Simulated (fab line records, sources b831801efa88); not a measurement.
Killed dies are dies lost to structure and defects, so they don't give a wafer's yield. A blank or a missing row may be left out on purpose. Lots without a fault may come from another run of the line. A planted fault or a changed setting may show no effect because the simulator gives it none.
A struck lot beside a sound one | flow sky130 | 15 steps out of a route of 708
Sound: wafers L704.2, L704.3, L704.4. Struck: wafers L692.3, L692.4, L692.6. The cause comes at the end.
At each step with rows: each side's tool, then ch and its chambers, then its first start. Under that, the readings that differ: sound wafers | struck wafers | difference of the means | sigmas: that difference in standard deviations of wafers without a fault.
alike: readings whose means differ by less than 2 such deviations, and words and numbers that are the same on both sides. not compared: withheld readings, readings that some wafer has no value for, bounds like >300 that may hide the same value, and numbers for which the record gives no deviation and whose values overlap.
The two part at a step that has a row with sigmas, a row that says differs or no value, or rows on one side only. Numbers that don't overlap but have no deviation are shown without sigmas and don't part them. A reading that every wafer of one side lacks parts them only if that side has two wafers or more.

first, 4 steps without rows for these wafers: SKY_DNWELL_EXPOSE_04 (exposes mask DNM, target cd 3000 nm); SKY_DNWELL_PEB_05; SKY_DNWELL_DEVELOP_06 (develop time 60 s); SKY_DNWELL_IMPLANT_07.
SKY_DNWELL_STRIP_08: strips in O2/N2.
  sound on plasma_asher-04 ch 0,1, day 8 01:25; struck on plasma_asher-03 ch 0,1, day 5 02:01
  alike: chamber_pressure_mTorr, drypump_motor_current_A, oes_product_au, strip_time_to_endpoint_s
  not compared: rf_hours_counter_h
SKY_DNWELL_TW_MEAS_09:
  sound on film_metro-01, day 8 01:31; struck on film_metro-04, day 5 02:06
  alike: DNWELL_TW
then, 6 steps without rows for these wafers: SKY_PWDE_DEHYDRATE_00 (time 60 s); SKY_PWDE_HMDS_01 (prime time 60 s); SKY_PWDE_COAT_02 (resist thk 3000 nm); SKY_PWDE_SOFTBAKE_03; SKY_PWDE_EXPOSE_04 (exposes mask PWDEM, target cd 840 nm); SKY_PWDE_PEB_05.
SKY_PWDE_DEVELOP_06: develop time 60 s.
  sound on litho_track-02 ch 0, day 8 22:00; struck on litho_track-01 ch 0, day 5 19:00
  reading              | sound             | struck            | difference | sigmas
  developer_temp_C (C) | 22.77 22.75 22.95 | 24.04 23.99 23.85 | +1.14      | +10
  alike: exhaust_pa
SKY_PWDE_OVL_MEAS_07:
  sound on overlay-02, day 8 22:26; struck on overlay-02, day 5 19:56
  alike: PWDE_OVL
then, 1 step without rows for these wafers: SKY_PAD_OPEN_PROBE_99.

WHERE THEY PART
Only at SKY_PWDE_DEVELOP_06, within this record. Later steps at which nothing parts them and some readings are alike: SKY_PWDE_OVL_MEAS_07.

WHY: what the simulator had put in
Process parameter drift: litho_track-01, from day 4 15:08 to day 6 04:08, at SKY_PWDE_DEVELOP_06. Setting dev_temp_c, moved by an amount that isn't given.
